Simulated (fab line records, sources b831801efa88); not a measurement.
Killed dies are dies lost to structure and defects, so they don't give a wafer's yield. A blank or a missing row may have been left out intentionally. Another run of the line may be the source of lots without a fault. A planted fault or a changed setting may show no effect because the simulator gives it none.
Which of the tools did it? / flow sky130 / 24 lots, 72 wafers sampled, at 3 steps of a route of 708

WHAT THE GAUGES READ, wafer by wafer
SKY_VIA3_THK_MEAS_01. Usual: VIA3_HDPCVD_THK gives 1701 nm (standard deviation 16).
lot=L074; measured=day 38 03:13; on=film-metro-01; VIA3_HDPCVD_THK (nm)=1691 1678 1684; flag=
lot=L075; measured=day 38 09:29; on=film-metro-04; VIA3_HDPCVD_THK (nm)=1713 1712 1713; flag=
lot=L076; measured=day 38 20:40; on=film-metro-02; VIA3_HDPCVD_THK (nm)=1693 1695 1691; flag=
lot=L077; measured=day 39 06:04; on=film-metro-04; VIA3_HDPCVD_THK (nm)=1745 1714 1711; flag=
lot=L078; measured=day 40 09:38; on=film-metro-01; VIA3_HDPCVD_THK (nm)=1717 1722 1719; flag=
lot=L080; measured=day 40 09:52; on=film-metro-04; VIA3_HDPCVD_THK (nm)=1701 1701 1709; flag=
lot=L079; measured=day 40 11:19; on=film-metro-04; VIA3_HDPCVD_THK (nm)=1689 1680 1687; flag=
lot=L081; measured=day 40 15:07; on=film-metro-01; VIA3_HDPCVD_THK (nm)=1701 1686 1683; flag=
lot=L082; measured=day 40 17:08; on=film-metro-01; VIA3_HDPCVD_THK (nm)=1715 1700 1705; flag=
lot=L083; measured=day 41 19:27; on=film-metro-02; VIA3_HDPCVD_THK (nm)=1707 1713 1714; flag=
lot=L085; measured=day 41 21:28; on=film-metro-02; VIA3_HDPCVD_THK (nm)=1684 1695 1689; flag=
lot=L084; measured=day 41 22:04; on=film-metro-04; VIA3_HDPCVD_THK (nm)=1722 1734 1717; flag=
lot=L086; measured=day 42 05:49; on=film-metro-02; VIA3_HDPCVD_THK (nm)=1709 1714 1717; flag=
lot=L087; measured=day 42 10:46; on=film-metro-04; VIA3_HDPCVD_THK (nm)=1684 1691 1686; flag=
lot=L088; measured=day 42 14:23; on=film-metro-02; VIA3_HDPCVD_THK (nm)=1675 1688 1699; flag=
lot=L089; measured=day 42 19:28; on=film-metro-01; VIA3_HDPCVD_THK (nm)=1688 1688 1707; flag=
lot=L090; measured=day 42 23:54; on=film-metro-01; VIA3_HDPCVD_THK (nm)=1705 1708 1704; flag=
lot=L091; measured=day 43 05:29; on=film-metro-04; VIA3_HDPCVD_THK (nm)=1681 1684 1684; flag=
lot=L092; measured=day 43 15:31; on=film-metro-01; VIA3_HDPCVD_THK (nm)=1701 1696 1695; flag=
lot=L093; measured=day 43 23:31; on=film-metro-02; VIA3_HDPCVD_THK (nm)=1711 1704 1714; flag=
lot=L094; measured=day 44 05:52; on=film-metro-01; VIA3_HDPCVD_THK (nm)=1706 1694 1703; flag=
lot=L095; measured=day 44 14:58; on=film-metro-04; VIA3_HDPCVD_THK (nm)=1689 1685 1691; flag=
lot=L096; measured=day 44 16:19; on=film-metro-02; VIA3_HDPCVD_THK (nm)=1698 1699 1680; flag=
lot=L097; measured=day 44 23:10; on=film-metro-02; VIA3_HDPCVD_THK (nm)=1700 1710 1703; flag=

TOOL THAT RAN EACH LOT (tool first, then ch and the chambers of the sampled wafers, then the start)
lot=L074; SKY_METAL2_SPUTTER_01=pvd-sputter-03, day 33 09:38; SKY_METAL3_STRIP_19=plasma-asher-04 ch 0,1, day 38 02:28
lot=L075; SKY_METAL2_SPUTTER_01=pvd-sputter-02, day 33 15:07; SKY_METAL3_STRIP_19=plasma-asher-03 ch 0,1, day 38 08:43
lot=L076; SKY_METAL2_SPUTTER_01=pvd-sputter-03, day 34 03:28; SKY_METAL3_STRIP_19=plasma-asher-04 ch 0,1, day 38 19:50
lot=L077; SKY_METAL2_SPUTTER_01=pvd-sputter-03, day 34 14:49; SKY_METAL3_STRIP_19=plasma-asher-04 ch 0,1, day 39 05:18
lot=L078; SKY_METAL2_SPUTTER_01=pvd-sputter-03, day 35 20:24; SKY_METAL3_STRIP_19=plasma-asher-03 ch 0,1, day 40 08:50
lot=L080; SKY_METAL2_SPUTTER_01=pvd-sputter-01, day 35 20:42; SKY_METAL3_STRIP_19=plasma-asher-02 ch 0,1, day 40 09:05
lot=L079; SKY_METAL2_SPUTTER_01=pvd-sputter-03, day 35 22:58; SKY_METAL3_STRIP_19=plasma-asher-03 ch 0,1, day 40 10:32
lot=L081; SKY_METAL2_SPUTTER_01=pvd-sputter-01, day 36 03:41; SKY_METAL3_STRIP_19=plasma-asher-02 ch 0,1, day 40 14:20
lot=L082; SKY_METAL2_SPUTTER_01=pvd-sputter-01, day 36 05:34; SKY_METAL3_STRIP_19=plasma-asher-03 ch 0,1, day 40 16:18
lot=L083; SKY_METAL2_SPUTTER_01=pvd-sputter-03, day 37 09:40; SKY_METAL3_STRIP_19=plasma-asher-03 ch 0,1, day 41 18:40
lot=L085; SKY_METAL2_SPUTTER_01=pvd-sputter-01, day 37 13:46; SKY_METAL3_STRIP_19=plasma-asher-02 ch 0,1, day 41 20:39
lot=L084; SKY_METAL2_SPUTTER_01=pvd-sputter-02, day 37 14:43; SKY_METAL3_STRIP_19=plasma-asher-04 ch 0,1, day 41 21:18
lot=L086; SKY_METAL2_SPUTTER_01=pvd-sputter-02, day 37 21:52; SKY_METAL3_STRIP_19=plasma-asher-03 ch 0,1, day 42 05:03
lot=L087; SKY_METAL2_SPUTTER_01=pvd-sputter-03, day 38 03:38; SKY_METAL3_STRIP_19=plasma-asher-03 ch 0,1, day 42 10:00
lot=L088; SKY_METAL2_SPUTTER_01=pvd-sputter-03, day 38 09:16; SKY_METAL3_STRIP_19=plasma-asher-03 ch 0,1, day 42 13:38
lot=L089; SKY_METAL2_SPUTTER_01=pvd-sputter-02, day 38 13:50; SKY_METAL3_STRIP_19=plasma-asher-02 ch 0,1, day 42 18:42
lot=L090; SKY_METAL2_SPUTTER_01=pvd-sputter-03, day 38 19:41; SKY_METAL3_STRIP_19=plasma-asher-03 ch 0,1, day 42 23:08
lot=L091; SKY_METAL2_SPUTTER_01=pvd-sputter-02, day 39 00:48; SKY_METAL3_STRIP_19=plasma-asher-04 ch 0,1, day 43 04:41
lot=L092; SKY_METAL2_SPUTTER_01=pvd-sputter-03, day 39 10:00; SKY_METAL3_STRIP_19=plasma-asher-03 ch 0,1, day 43 14:44
lot=L093; SKY_METAL2_SPUTTER_01=pvd-sputter-03, day 39 20:28; SKY_METAL3_STRIP_19=plasma-asher-04 ch 0,1, day 43 22:16
lot=L094; SKY_METAL2_SPUTTER_01=pvd-sputter-03, day 40 05:01; SKY_METAL3_STRIP_19=plasma-asher-02 ch 0,1, day 44 05:05
lot=L095; SKY_METAL2_SPUTTER_01=pvd-sputter-03, day 40 11:14; SKY_METAL3_STRIP_19=plasma-asher-03 ch 0,1, day 44 14:13
lot=L096; SKY_METAL2_SPUTTER_01=pvd-sputter-02, day 40 14:31; SKY_METAL3_STRIP_19=plasma-asher-02 ch 0,1, day 44 15:30
lot=L097; SKY_METAL2_SPUTTER_01=pvd-sputter-01, day 40 19:29; SKY_METAL3_STRIP_19=plasma-asher-02 ch 0,1, day 44 22:14
- SKY_METAL2_SPUTTER_01: material TiN, target thk 20 nm, time 16.7 s.
- SKY_METAL3_STRIP_19: strips in O2/N2.

AS READ BY THE TOOLS THEMSELVES (means over the sampled wafers that have a number; for cases with no such wafer, the mark the record gives instead)
SKY_METAL2_SPUTTER_01. Usual: cathode-dc-power-W 6500.0 W, standard deviation 1.2; throttle-valve-pct 30.4 %, standard deviation 0.79.
lot=L074; tool=pvd-sputter-03; cathode-dc-power-W (W)=6499.7; throttle-valve-pct (%)=31.0; flag=
lot=L075; tool=pvd-sputter-02; cathode-dc-power-W (W)=6501.1; throttle-valve-pct (%)=30.3; flag=
lot=L076; tool=pvd-sputter-03; cathode-dc-power-W (W)=6498.7; throttle-valve-pct (%)=30.8; flag=
lot=L077; tool=pvd-sputter-03; cathode-dc-power-W (W)=6501.2; throttle-valve-pct (%)=30.8; flag=
lot=L078; tool=pvd-sputter-03; cathode-dc-power-W (W)=6499.7; throttle-valve-pct (%)=30.1; flag=
lot=L080; tool=pvd-sputter-01; cathode-dc-power-W (W)=6500.0; throttle-valve-pct (%)=30.2; flag=
lot=L079; tool=pvd-sputter-03; cathode-dc-power-W (W)=6501.1; throttle-valve-pct (%)=29.8; flag=
lot=L081; tool=pvd-sputter-01; cathode-dc-power-W (W)=6500.4; throttle-valve-pct (%)=29.1; flag=
lot=L082; tool=pvd-sputter-01; cathode-dc-power-W (W)=6500.0; throttle-valve-pct (%)=29.8; flag=
lot=L083; tool=pvd-sputter-03; cathode-dc-power-W (W)=6499.4; throttle-valve-pct (%)=30.4; flag=
lot=L085; tool=pvd-sputter-01; cathode-dc-power-W (W)=6499.1; throttle-valve-pct (%)=29.8; flag=
lot=L084; tool=pvd-sputter-02; cathode-dc-power-W (W)=6500.2; throttle-valve-pct (%)=30.1; flag=
lot=L086; tool=pvd-sputter-02; cathode-dc-power-W (W)=6499.8; throttle-valve-pct (%)=30.5; flag=
lot=L087; tool=pvd-sputter-03; cathode-dc-power-W (W)=6499.4; throttle-valve-pct (%)=30.7; flag=
lot=L088; tool=pvd-sputter-03; cathode-dc-power-W (W)=6499.7; throttle-valve-pct (%)=30.8; flag=
lot=L089; tool=pvd-sputter-02; cathode-dc-power-W (W)=6499.6; throttle-valve-pct (%)=29.7; flag=
lot=L090; tool=pvd-sputter-03; cathode-dc-power-W (W)=6501.3; throttle-valve-pct (%)=31.3; flag=
lot=L091; tool=pvd-sputter-02; cathode-dc-power-W (W)=6499.3; throttle-valve-pct (%)=30.2; flag=
lot=L092; tool=pvd-sputter-03; cathode-dc-power-W (W)=6500.0; throttle-valve-pct (%)=30.4; flag=
lot=L093; tool=pvd-sputter-03; cathode-dc-power-W (W)=6499.4; throttle-valve-pct (%)=30.7; flag=
lot=L094; tool=pvd-sputter-03; cathode-dc-power-W (W)=6499.0; throttle-valve-pct (%)=30.9; flag=
lot=L095; tool=pvd-sputter-03; cathode-dc-power-W (W)=6500.3; throttle-valve-pct (%)=30.1; flag=
lot=L096; tool=pvd-sputter-02; cathode-dc-power-W (W)=6500.1; throttle-valve-pct (%)=30.1; flag=
lot=L097; tool=pvd-sputter-01; cathode-dc-power-W (W)=6499.2; throttle-valve-pct (%)=29.9; flag=

SKY_METAL3_STRIP_19. Usual: drypump-motor-current-A 5.8 A, standard deviation 0.46; oes-product-au 0.506 a.u., standard deviation 0.0046; strip-time-to-endpoint-s 6.61 s, standard deviation 0.045.
lot=L074; tool=plasma-asher-04; drypump-motor-current-A (A)=5.4; oes-product-au (a.u.)=0.505; strip-time-to-endpoint-s (s)=6.63; flag=
lot=L075; tool=plasma-asher-03; drypump-motor-current-A (A)=6.0; oes-product-au (a.u.)=0.505; strip-time-to-endpoint-s (s)=6.61; flag=
lot=L076; tool=plasma-asher-04; drypump-motor-current-A (A)=5.4; oes-product-au (a.u.)=0.505; strip-time-to-endpoint-s (s)=6.59; flag=
lot=L077; tool=plasma-asher-04; drypump-motor-current-A (A)=5.4; oes-product-au (a.u.)=0.507; strip-time-to-endpoint-s (s)=6.60; flag=
lot=L078; tool=plasma-asher-03; drypump-motor-current-A (A)=5.9; oes-product-au (a.u.)=0.507; strip-time-to-endpoint-s (s)=6.60; flag=
lot=L080; tool=plasma-asher-02; drypump-motor-current-A (A)=6.0; oes-product-au (a.u.)=0.513; strip-time-to-endpoint-s (s)=6.66; flag=
lot=L079; tool=plasma-asher-03; drypump-motor-current-A (A)=6.0; oes-product-au (a.u.)=0.507; strip-time-to-endpoint-s (s)=6.61; flag=
lot=L081; tool=plasma-asher-02; drypump-motor-current-A (A)=5.7; oes-product-au (a.u.)=0.506; strip-time-to-endpoint-s (s)=6.55; flag=
lot=L082; tool=plasma-asher-03; drypump-motor-current-A (A)=6.0; oes-product-au (a.u.)=0.505; strip-time-to-endpoint-s (s)=6.62; flag=
lot=L083; tool=plasma-asher-03; drypump-motor-current-A (A)=6.0; oes-product-au (a.u.)=0.507; strip-time-to-endpoint-s (s)=6.61; flag=
lot=L085; tool=plasma-asher-02; drypump-motor-current-A (A)=6.1; oes-product-au (a.u.)=0.506; strip-time-to-endpoint-s (s)=6.62; flag=
lot=L084; tool=plasma-asher-04; drypump-motor-current-A (A)=5.4; oes-product-au (a.u.)=0.501; strip-time-to-endpoint-s (s)=6.61; flag=
lot=L086; tool=plasma-asher-03; drypump-motor-current-A (A)=6.0; oes-product-au (a.u.)=0.502; strip-time-to-endpoint-s (s)=6.58; flag=
lot=L087; tool=plasma-asher-03; drypump-motor-current-A (A)=6.0; oes-product-au (a.u.)=0.511; strip-time-to-endpoint-s (s)=6.61; flag=
lot=L088; tool=plasma-asher-03; drypump-motor-current-A (A)=5.9; oes-product-au (a.u.)=0.506; strip-time-to-endpoint-s (s)=6.58; flag=
lot=L089; tool=plasma-asher-02; drypump-motor-current-A (A)=5.6; oes-product-au (a.u.)=0.508; strip-time-to-endpoint-s (s)=6.60; flag=
lot=L090; tool=plasma-asher-03; drypump-motor-current-A (A)=5.9; oes-product-au (a.u.)=0.510; strip-time-to-endpoint-s (s)=6.61; flag=
lot=L091; tool=plasma-asher-04; drypump-motor-current-A (A)=5.2; oes-product-au (a.u.)=0.508; strip-time-to-endpoint-s (s)=6.68; flag=
lot=L092; tool=plasma-asher-03; drypump-motor-current-A (A)=6.0; oes-product-au (a.u.)=0.501; strip-time-to-endpoint-s (s)=6.59; flag=
lot=L093; tool=plasma-asher-04; drypump-motor-current-A (A)=5.4; oes-product-au (a.u.)=0.504; strip-time-to-endpoint-s (s)=6.62; flag=
lot=L094; tool=plasma-asher-02; drypump-motor-current-A (A)=5.6; oes-product-au (a.u.)=0.505; strip-time-to-endpoint-s (s)=6.60; flag=
lot=L095; tool=plasma-asher-03; drypump-motor-current-A (A)=5.9; oes-product-au (a.u.)=0.510; strip-time-to-endpoint-s (s)=6.56; flag=
lot=L096; tool=plasma-asher-02; drypump-motor-current-A (A)=6.1; oes-product-au (a.u.)=0.511; strip-time-to-endpoint-s (s)=6.65; flag=
lot=L097; tool=plasma-asher-02; drypump-motor-current-A (A)=6.1; oes-product-au (a.u.)=0.504; strip-time-to-endpoint-s (s)=6.53; flag=

THE ANSWER, worked out from the rows above alone
Rule: lot off if the mean of its wafers having a number is beyond 3 standard deviations from the usual mean. Also off: a lot with no number at a reading for which 4 or more lots have one. Any other lot the step has rows for is counted as sound. The gauges are gone through in route order, then the tools' own readings, and for those a lot's mean is taken as printed above. The first step at which some lot is off is used, and at that step the reading that is off furthest; a lot without a number counts as furthest.
No lot is off on any of the readings shown, so nothing can be concluded from this.

WHAT THE SIMULATOR HAD INSERTED
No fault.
